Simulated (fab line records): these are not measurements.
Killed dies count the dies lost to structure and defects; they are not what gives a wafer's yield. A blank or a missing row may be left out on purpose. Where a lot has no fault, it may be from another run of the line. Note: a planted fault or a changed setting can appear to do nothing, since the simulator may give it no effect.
A sampling plan put to the test	flow gf180mcu	each of the 12 faults these records tell of, on one fab line, judged from the records of the lots it struck
What counts as the plan is the set of the line's own looks, namely the steps on the route at which a gauge or an inspection reads a wafer and does not change it. A look can be judged if struck wafers have a number there and the file gives its usual mean and standard deviation on fault-free wafers. Caught: at a look after the fault's first step, the mean of the struck wafers lies 4 or more of those standard deviations (sigma) from the usual mean. On the tool: the test repeated on the tool's own readings taken at the fault's steps. Another recipe on the struck wafers, or a record that is blank for them alone, also counts as caught.

## THE FAULTS, as the simulator had put them in
1. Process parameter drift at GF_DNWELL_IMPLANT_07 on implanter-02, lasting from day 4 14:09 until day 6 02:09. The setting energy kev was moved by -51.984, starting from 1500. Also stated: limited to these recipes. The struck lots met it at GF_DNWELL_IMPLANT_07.
2. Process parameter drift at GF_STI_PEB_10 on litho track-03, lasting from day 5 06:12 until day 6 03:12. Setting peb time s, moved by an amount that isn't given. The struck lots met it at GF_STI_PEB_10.
3. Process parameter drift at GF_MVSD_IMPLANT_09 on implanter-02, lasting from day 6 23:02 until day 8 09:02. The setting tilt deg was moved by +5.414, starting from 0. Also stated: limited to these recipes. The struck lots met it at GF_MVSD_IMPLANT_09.
4. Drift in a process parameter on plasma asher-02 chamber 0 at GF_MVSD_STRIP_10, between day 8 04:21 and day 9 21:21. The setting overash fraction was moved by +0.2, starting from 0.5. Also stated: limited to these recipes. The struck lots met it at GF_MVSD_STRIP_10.
5. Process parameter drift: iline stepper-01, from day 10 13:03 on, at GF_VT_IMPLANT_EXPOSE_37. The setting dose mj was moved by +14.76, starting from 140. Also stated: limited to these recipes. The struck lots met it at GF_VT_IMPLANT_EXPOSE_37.
6. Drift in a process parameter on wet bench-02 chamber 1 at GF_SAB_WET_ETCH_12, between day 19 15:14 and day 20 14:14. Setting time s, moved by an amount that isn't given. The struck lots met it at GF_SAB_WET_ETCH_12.
7. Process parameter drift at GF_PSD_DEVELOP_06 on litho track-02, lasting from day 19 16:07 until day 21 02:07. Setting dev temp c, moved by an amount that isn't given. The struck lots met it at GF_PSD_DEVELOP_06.
8. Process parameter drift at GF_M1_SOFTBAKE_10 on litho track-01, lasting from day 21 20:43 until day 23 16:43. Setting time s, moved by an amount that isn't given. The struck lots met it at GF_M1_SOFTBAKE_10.
9. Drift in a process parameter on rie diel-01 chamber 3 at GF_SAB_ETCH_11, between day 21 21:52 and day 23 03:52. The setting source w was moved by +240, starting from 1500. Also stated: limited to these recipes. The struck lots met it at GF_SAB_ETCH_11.
10. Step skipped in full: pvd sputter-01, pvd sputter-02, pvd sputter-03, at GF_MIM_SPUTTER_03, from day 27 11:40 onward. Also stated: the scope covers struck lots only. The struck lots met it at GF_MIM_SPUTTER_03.
11. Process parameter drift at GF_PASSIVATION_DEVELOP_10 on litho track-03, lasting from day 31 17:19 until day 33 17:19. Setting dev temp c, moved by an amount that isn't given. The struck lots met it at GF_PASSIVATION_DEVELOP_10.
12. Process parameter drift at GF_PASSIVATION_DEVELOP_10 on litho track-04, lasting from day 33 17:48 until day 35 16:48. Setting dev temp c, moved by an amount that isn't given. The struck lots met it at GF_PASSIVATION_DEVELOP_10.

## WHAT THE PLAN SAW
fault	on the tool itself	first look that catches it	reading, sigma	median hours from its first step to that look	hours from the fault's start to the first struck lot there	judged looks passed uncaught
1	beam energy keV -99 or beyond sigma	none of the 2 looks that can be judged after it	-	-	-	2
2	heater power total W +26 sigma	not the one look that can be judged after it	-	-	-	1
3	tilt deg +99 or beyond sigma	none of the 2 looks that can be judged after it	-	-	-	2
4	oes product au -13 sigma	no look after it can be judged	-	-	-	0
5	exposure dose mJ cm2 +99 or beyond sigma	not the one look that can be judged after it	-	-	-	1
6	run length s -36 sigma	no look after it can be judged	-	-	-	0
7	developer temp C -6.2 sigma	not the one look that can be judged after it	-	-	-	1
8	run length s +14 sigma	no look after it can be judged	-	-	-	0
9	rf fwd power W +30 sigma	not the one look that can be judged after it	-	-	-	1
10	the tool's record is blank for the struck wafers	no look after it can be judged	-	-	-	0
11	developer temp C -22 sigma	no look after it can be judged	-	-	-	0
12	developer temp C -8.2 sigma	no look after it can be judged	-	-	-	0
A dash: the fault isn't caught, or these records don't give the number.

Caught at a look: 0 of 12. Caught on the tool: 12 of 12. By one or the other: 12 of 12.
Caught on the tool alone: faults 1, 2, 3, 4, 5, 6, 7, 8, 9, 10, 11, 12.
